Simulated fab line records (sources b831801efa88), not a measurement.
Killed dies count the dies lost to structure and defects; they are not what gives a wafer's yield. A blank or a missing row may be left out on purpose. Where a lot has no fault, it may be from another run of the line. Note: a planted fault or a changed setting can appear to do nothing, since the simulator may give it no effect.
fab line records	flow gf180mcu	part 2 of 2: steps 26 to 35 of 35
record lots=5	wafers=15	lastDay=34
route steps=602 shown M1@316 V1@335
lots untouched by any fault: they come from a run of this same line in which no faults occurred
startH: hours from the record's opening day to when the first of the lot's shown wafers began	waitH: hours since the lot's step before	" the same as in the row above	L1.1+2: one row covering several wafers at once	- no value present, or no start provided	* or withheld: withheld	< > ~ a bound
route shown NAME@n: a module of which the file shows steps, and the number in the route of the first	usual: average and standard deviation across the fault-free wafers	same: alike in all rows	chamber/n: place in a boat	sites: each site's reading	_std_site: how widely they spread, as a standard deviation	_edge_site: the outer-site mean with the inner-site mean subtracted	radiusMm: how far each site lies from the wafer's centre	mask NAME#n: copy n	behind: the most recent tool/chamber to have shaped the wafer	hold: cause of the lot's hold/its duration in hours/its outcome	device: the transistor (n, p or np) that didn't switch	end of line: tests run on the same wafers once the route is complete	where a step has no rows: the recipe by itself	killed: not the wafer's yield, but the dies lost to structure and defects at the first sort	map: dies across one wafer; x = killed, . = not, _ = none there
set.NAME: the setting as run; set.NAME@STEP: as run at that earlier step	model.NAME: the simulator's own value behind a step, which no gauge read
a table for each step, a row for each wafer; lots at some steps of the route
services: from which hour (startH, from the record's first day; less than 0 if before it) a tool's chamber was out of use, for how many hours, and why
## steps
# step GF_V1_DEHYDRATE_06
# recipe tempC=200	timeS=60
# usual exhaustPa=45.1/0.9
lot.wafer	tool	chamber	startH	waitH	exhaustPa
L075.1	lithoTrack-04	0	414.00	10.8	44.3
L075.2	"	0	"	"	46.4
L075.5	"	0	"	"	44.6
L078.1	lithoTrack-01	0	433.45	11.1	45.4
L078.2	"	0	"	"	47.2
L078.5	"	0	"	"	46.7
L090.1	lithoTrack-03	0	542.92	10.7	45.7
L090.2	"	0	"	"	45.6
L090.4	"	0	"	"	44.7
L092.1	lithoTrack-01	0	559.45	10.3	45.5
L092.3	"	0	"	"	45.3
L092.5	"	0	"	"	45.9
L096.2	lithoTrack-04	0	585.97	9.9	46.3
L096.3	"	0	"	"	44.7
L096.4	"	0	"	"	46.0
# step GF_V1_HMDS_07
# recipe primeTimeS=60	primeTempC=120
# usual exhaustPa=45.0/0.85
lot.wafer	tool	chamber	startH	waitH	exhaustPa
L075.1	lithoTrack-04	0	414.15	0.1	44.5
L075.2	"	0	"	"	44.8
L075.5	"	0	"	"	44.9
L078.1	lithoTrack-01	0	433.60	0.1	45.1
L078.2	"	0	"	"	45.5
L078.5	"	0	"	"	45.3
L090.1	lithoTrack-03	0	543.07	0.1	45.5
L090.2	"	0	"	"	46.0
L090.4	"	0	"	"	45.5
L092.1	lithoTrack-01	0	559.60	0.1	43.6
L092.3	"	0	"	"	45.3
L092.5	"	0	"	"	44.3
L096.2	lithoTrack-04	0	586.12	0.1	45.6
L096.3	"	0	"	"	45.0
L096.4	"	0	"	"	45.6
# step GF_V1_COAT_08
# recipe resist=BARC	tempC=withheld	timeS=withheld	spinRpm=withheld	resistThkNm=withheld
# usual exhaustPa=45.2/0.96
lot.wafer	tool	chamber	startH	waitH	exhaustPa
L075.1	lithoTrack-04	0	414.30	0.1	45.7
L075.2	"	0	"	"	44.9
L075.5	"	0	"	"	44.7
L078.1	lithoTrack-01	0	433.75	0.1	46.8
L078.2	"	0	"	"	45.4
L078.5	"	0	"	"	46.1
L090.1	lithoTrack-03	0	543.22	0.1	46.9
L090.2	"	0	"	"	46.4
L090.4	"	0	"	"	46.3
L092.1	lithoTrack-01	0	559.75	0.1	45.7
L092.3	"	0	"	"	44.2
L092.5	"	0	"	"	44.7
L096.2	lithoTrack-04	0	586.27	0.1	44.6
L096.3	"	0	"	"	44.6
L096.4	"	0	"	"	45.7
# step GF_V1_COAT_09
# recipe resist=KrF	spinRpm=withheld	resistThkNm=1000
# usual exhaustPa=44.9/1
lot.wafer	tool	chamber	startH	waitH	exhaustPa
L075.1	lithoTrack-04	0	-	-	43.6
L075.2	"	0	"	"	43.7
L075.5	"	0	"	"	44.3
L078.1	lithoTrack-01	0	-	-	45.0
L078.2	"	0	"	"	45.7
L078.5	"	0	"	"	47.2
L090.1	lithoTrack-03	0	-	-	45.0
L090.2	"	0	"	"	45.0
L090.4	"	0	"	"	46.0
L092.1	lithoTrack-01	0	-	-	43.4
L092.3	"	0	"	"	43.3
L092.5	"	0	"	"	43.3
L096.2	lithoTrack-04	0	-	-	45.2
L096.3	"	0	"	"	45.6
L096.4	"	0	"	"	44.5
# step GF_V1_SOFTBAKE_10
# recipe tempC=130	timeS=60	resist=KrF
# usual exhaustPa=45.0/0.94
lot.wafer	tool	chamber	startH	waitH	exhaustPa
L075.1	lithoTrack-04	0	-	-	44.4
L075.2	"	0	"	"	44.0
L075.5	"	0	"	"	45.0
L078.1	lithoTrack-01	0	-	-	44.6
L078.2	"	0	"	"	45.5
L078.5	"	0	"	"	45.5
L090.1	lithoTrack-03	0	-	-	46.0
L090.2	"	0	"	"	45.5
L090.4	"	0	"	"	46.6
L092.1	lithoTrack-01	0	-	-	43.6
L092.3	"	0	"	"	45.7
L092.5	"	0	"	"	44.6
L096.2	lithoTrack-04	0	-	-	43.3
L096.3	"	0	"	"	45.4
L096.4	"	0	"	"	45.9
# step GF_V1_EXPOSE_11
# recipe maskId=Via1	targetCdNm=260	na=0.68	sourceShape=conventional	sigmaOuter=0.6	doseMj=38
# usual focusOffsetNm=0.1/0.47	stageVelMmS=500.01/0.25
lot.wafer	tool	chamber	startH	waitH	mask	focusOffsetNm	stageVelMmS
L075.1	krfScanner-01	0	-	-	Via1#0	-0.2	499.52
L075.2	"	0	"	"	Via1#0	-0.1	499.82
L075.5	"	0	"	"	Via1#0	0.8	499.99
L078.1	krfScanner-02	0	-	-	Via1#0	0.5	499.69
L078.2	"	0	"	"	Via1#0	-0.1	499.67
L078.5	"	0	"	"	Via1#0	-0.5	499.72
L090.1	krfScanner-02	0	-	-	Via1#0	-0.3	500.15
L090.2	"	0	"	"	Via1#0	0.2	500.23
L090.4	"	0	"	"	Via1#0	0.4	500.57
L092.1	krfScanner-02	0	-	-	Via1#0	1.1	500.08
L092.3	"	0	"	"	Via1#0	0.9	500.35
L092.5	"	0	"	"	Via1#0	-0.1	500.31
L096.2	krfScanner-01	0	-	-	Via1#0	0.0	500.16
L096.3	"	0	"	"	Via1#0	-0.2	500.40
L096.4	"	0	"	"	Via1#0	0.1	500.46
# step GF_V1_PEB_12
# recipe pebTempC=135	pebTimeS=90	resist=KrF
# usual exhaustPa=44.9/0.9
lot.wafer	tool	chamber	startH	waitH	exhaustPa
L075.1	lithoTrack-04	0	-	-	45.4
L075.2	"	0	"	"	44.0
L075.5	"	0	"	"	46.0
L078.1	lithoTrack-04	0	-	-	44.1
L078.2	"	0	"	"	44.3
L078.5	"	0	"	"	44.6
L090.1	lithoTrack-03	0	-	-	46.1
L090.2	"	0	"	"	44.6
L090.4	"	0	"	"	44.6
L092.1	lithoTrack-03	0	-	-	44.5
L092.3	"	0	"	"	44.7
L092.5	"	0	"	"	44.6
L096.2	lithoTrack-04	0	-	-	44.1
L096.3	"	0	"	"	43.7
L096.4	"	0	"	"	44.5
# step GF_V1_DEVELOP_13
# recipe developTimeS=60	resist=KrF	devTempC=21
# usual developerTempC=21.02/0.11	exhaustPa=45.0/0.98
# same developTimeS=60
lot.wafer	tool	chamber	startH	waitH	developerTempC	exhaustPa
L075.1	lithoTrack-04	0	426.55	0.2	20.85	44.5
L075.2	"	0	"	"	20.96	42.8
L075.5	"	0	"	"	21.04	45.7
L078.1	lithoTrack-04	0	446.60	0.2	20.87	45.5
L078.2	"	0	"	"	20.93	43.7
L078.5	"	0	"	"	21.09	44.9
L090.1	lithoTrack-03	0	554.51	0.2	20.98	46.9
L090.2	"	0	"	"	21.03	45.0
L090.4	"	0	"	"	21.00	44.5
L092.1	lithoTrack-03	0	571.01	0.2	21.10	44.1
L092.3	"	0	"	"	21.12	44.1
L092.5	"	0	"	"	21.09	44.3
L096.2	lithoTrack-04	0	597.17	0.2	21.08	45.0
L096.3	"	0	"	"	21.03	46.0
L096.4	"	0	"	"	21.00	46.2
# step GF_V1_CD_MEAS_14
# recipe targetCdNm=260
# usual cdNm=259.9/1.2
lot.wafer	tool	chamber	startH	waitH	cdNm
L075.1	cdSem-02	-	426.70	0.1	261.0
L075.2	"	-	"	"	259.9
L075.5	"	-	"	"	260.2
L078.1	cdSem-02	-	446.75	0.1	259.9
L078.2	"	-	"	"	259.9
L078.5	"	-	"	"	259.4
L090.1	cdSem-01	-	554.66	0.1	258.0
L090.2	"	-	"	"	258.6
L090.4	"	-	"	"	260.4
L092.1	cdSem-01	-	571.16	0.1	259.5
L092.3	"	-	"	"	260.3
L092.5	"	-	"	"	260.5
L096.2	cdSem-02	-	597.32	0.1	258.7
L096.3	"	-	"	"	258.5
L096.4	"	-	"	"	258.4
# step GF_V1_OVL_MEAS_15
# usual V1_OVL=1/4.6
lot.wafer	tool	chamber	startH	waitH	V1_OVL[nm]
L075.1	overlay-02	-	426.82	0.1	-8
L075.2	"	-	"	"	-7
L075.5	"	-	"	"	2
L078.1	overlay-01	-	446.87	0.1	4
L078.2	"	-	"	"	4
L078.5	"	-	"	"	3
L090.1	overlay-01	-	554.78	0.1	2
L090.2	"	-	"	"	3
L090.4	"	-	"	"	2
L092.1	overlay-01	-	571.28	0.1	2
L092.3	"	-	"	"	5
L092.5	"	-	"	"	6
L096.2	overlay-02	-	597.42	0.1	1
L096.3	"	-	"	"	2
L096.4	"	-	"	"	3
## services
tool	chamber	startH	hours	kind
pvdSputter-02	-	358.39	5.0	repair
cmp-02	-	359.02	11.4	pm
krfScanner-02	-	362.75	1.6	repair
krfScanner-02	-	366.95	3.9	repair
cmp-02	-	380.01	2.8	repair
krfScanner-02	-	387.93	1.3	pm
krfScanner-02	-	398.30	4.4	pm
cmp-02	-	401.40	0.2	repair
cmp-02	-	404.15	4.0	pm
pvdSputter-03	-	412.27	4.3	repair
krfScanner-01	-	418.40	0.8	repair
krfScanner-02	-	420.10	4.0	pm
krfScanner-01	-	424.12	1.0	pm
cmp-02	-	434.12	1.0	repair
cmp-02	-	434.49	2.4	repair
wetBench-04	-	445.99	1.2	repair
pvdSputter-01	-	462.64	4.6	repair
krfScanner-01	-	478.98	1.3	pm
krfScanner-01	-	495.45	3.6	pm
krfScanner-01	-	509.06	0.5	repair
wetBench-03	-	520.87	2.1	repair
krfScanner-01	-	521.62	0.8	pm
pvdSputter-02	-	562.78	9.5	repair
krfScanner-01	-	591.13	1.0	pm
